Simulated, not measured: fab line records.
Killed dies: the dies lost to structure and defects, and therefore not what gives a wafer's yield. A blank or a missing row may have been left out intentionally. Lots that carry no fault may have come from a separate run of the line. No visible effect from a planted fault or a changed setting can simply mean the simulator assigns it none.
Which of the tools did it? || flow sky130 || 6 lots, 18 wafers sampled, at 2 steps of a route of 708

## WHAT THE GAUGES READ, wafer by wafer
SKY_VIA4_THK_MEAS_20: measures by xrf.
{"lot": "L983", "measured": "day 43 23:59", "on": "filmMetro-04", "VIA4_W_THK (nm)": "500 514 508"}
{"lot": "L988", "measured": "day 44 22:14", "on": "filmMetro-02", "VIA4_W_THK (nm)": "526 528 532"}
{"lot": "L991", "measured": "day 45 12:29", "on": "filmMetro-04", "VIA4_W_THK (nm)": "512 522 514"}
{"lot": "L994", "measured": "day 46 02:56", "on": "filmMetro-04", "VIA4_W_THK (nm)": "528 517 529"}
{"lot": "L999", "measured": "day 48 00:58", "on": "filmMetro-04", "VIA4_W_THK (nm)": "516 509 520"}
{"lot": "L102", "measured": "day 48 04:23", "on": "filmMetro-02", "VIA4_W_THK (nm)": "520 519 514"}

## EACH LOT AND THE TOOL THAT RAN IT (in order: tool; ch and the chambers of the sampled wafers; start)
{"lot": "L983", "SKY_NWELL_CLEAN_27": "wetBench-03 ch 3, day 6 05:26"}
{"lot": "L988", "SKY_NWELL_CLEAN_27": "wetBench-03 ch 3, day 7 02:33"}
{"lot": "L991", "SKY_NWELL_CLEAN_27": "wetBench-02 ch 0, day 8 00:50"}
{"lot": "L994", "SKY_NWELL_CLEAN_27": "wetBench-01 ch 2, day 8 14:32"}
{"lot": "L999", "SKY_NWELL_CLEAN_27": "wetBench-03 ch 1, day 9 22:32"}
{"lot": "L102", "SKY_NWELL_CLEAN_27": "wetBench-02 ch 1, day 10 15:02"}
- SKY_NWELL_CLEAN_27: cleans in SC1/SC2, time 150 s.

## THE ANSWER, worked out from the rows above alone
Rule: what is usual is taken from the lots themselves. Put in order of their means at a reading, lots are off if they are a third of the lots or fewer, leave a main group of 4 or more, and stand apart from it by a gap of 3 or more times the standard deviation of the main group's means; of several such gaps the widest counts. The tables above print the reading to a certain number of digits; a main group whose means all agree to those digits is not used. Also off: a lot with no number at a reading for which 4 or more lots have one. Where the step has rows for the other lots, those lots are counted as sound.
None of the lots is off at any reading shown; this tells nothing.

## WHAT THE SIMULATOR HAD PUT IN
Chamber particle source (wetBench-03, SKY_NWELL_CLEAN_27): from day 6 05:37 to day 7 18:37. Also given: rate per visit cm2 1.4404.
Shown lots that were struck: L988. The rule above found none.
